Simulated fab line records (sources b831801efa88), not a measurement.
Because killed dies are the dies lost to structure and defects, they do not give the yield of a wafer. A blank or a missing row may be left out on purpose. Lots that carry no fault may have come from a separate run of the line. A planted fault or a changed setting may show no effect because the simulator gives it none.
Comparing a struck lot with a sound one	flow gf180mcu	32 out of 602 route steps
Sound: wafers L994.1, L994.3, L994.6. The struck wafers were L995.4, L995.5, L995.6. Last of all comes the cause.
For every step that has rows: the tool of each side, followed by ch and its chambers, followed by its first start. Under that, the readings that differ: sound wafers	struck wafers	difference of the means	sigmas: that difference in standard deviations of wafers without a fault.
alike: words and numbers the same on both sides, and readings whose means are apart by under 2 such deviations; not compared: readings that were withheld, readings missing a value for some wafer, numbers with overlapping values and no deviation given by the record, and bounds like >300 which may hide the same value.
Wherever a step has rows on one side only, a row that says differs or no value, or a row with sigmas, the two part there. When numbers do not overlap yet have no deviation, they are printed without sigmas and do not part them. A reading missing from all wafers of one side parts the sides only when that side holds two or more wafers.

first, 9 steps without rows for these wafers: GF_POLY_GATE_DEHYDRATE_02 (time 60 s); GF_POLY_GATE_HMDS_03 (prime time 60 s); GF_POLY_GATE_COAT_04; GF_POLY_GATE_COAT_05 (resist thk 700 nm); GF_POLY_GATE_SOFTBAKE_06 (time 60 s); GF_POLY_GATE_EXPOSE_07 (exposes mask Poly2, target cd 280 nm); GF_POLY_GATE_PEB_08 (peb time 90 s); GF_POLY_GATE_DEVELOP_09 (develop time 60 s); GF_POLY_GATE_ETCH_12 (etches BARC in N2/H2).
GF_POLY_GATE_ETCH_13: etches poly-Si in HBr/Cl2, stops on SiO2, target depth 198.5 nm, time 69.6 s.
  sound on rie si-01 ch 2,3, day 11 10:52; struck on rie si-02 ch 2,3, day 11 20:31
reading	sound	struck	difference	sigmas
drypump motor current A (A)	5.1 5.4 5.4	6.7 5.5 6.7	+1.0	+2
  alike: oes product au, throttle valve pct
  not compared: rf hours counter h
then, 21 steps without rows for these wafers: GF_POLY_GATE_STRIP_14 (strips in O2/N2); GF_POLY_GATE_CLEAN_15 (cleans in SC1/SC2, time 150 s); GF_POLY_GATE_OXIDATION_16 (stabilise 600 s, purge 300 s, target thk 4 nm); GF_HV_LDD_DEHYDRATE_00 (time 60 s); GF_HV_LDD_HMDS_01 (prime time 60 s); GF_HV_LDD_COAT_02 (resist thk 1000 nm); GF_HV_LDD_SOFTBAKE_03 (time 60 s); GF_HV_LDD_EXPOSE_04 (exposes mask Nplus LV AREA, target cd 400 nm); GF_HV_LDD_PEB_05; GF_HV_LDD_DEVELOP_06 (develop time 60 s); GF_HV_LDD_IMPLANT_09; GF_HV_LDD_STRIP_10 (strips in O2/N2); GF_HV_LDD_DEHYDRATE_12 (time 60 s); GF_HV_LDD_HMDS_13 (prime time 60 s); GF_HV_LDD_COAT_14 (resist thk 1000 nm); GF_HV_LDD_SOFTBAKE_15 (time 60 s); GF_HV_LDD_EXPOSE_16 (exposes mask Pplus LV AREA, target cd 400 nm); GF_HV_LDD_PEB_17; GF_HV_LDD_DEVELOP_18 (develop time 60 s); GF_HV_LDD_IMPLANT_21; GF_HV_LDD_STRIP_22 (strips in O2/N2).
-- here the record skips 20 days between the struck wafers' starts before and after, leaving off in module HV_LDD and picking up in module PASSIVATION (first step shown: number 602 of the route) --
GF_PASSIVATION_PROBE_99:
  record: rows for the struck wafers here (prober-01, day 31 17:34), none for the sound ones

## WHERE THEY PART
At GF_POLY_GATE_ETCH_13 first; at GF_PASSIVATION_PROBE_99 last (within this record only).

WHY: whatever the simulator had introduced
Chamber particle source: rie si-02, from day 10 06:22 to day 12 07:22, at GF_POLY_GATE_ETCH_13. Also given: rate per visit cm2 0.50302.
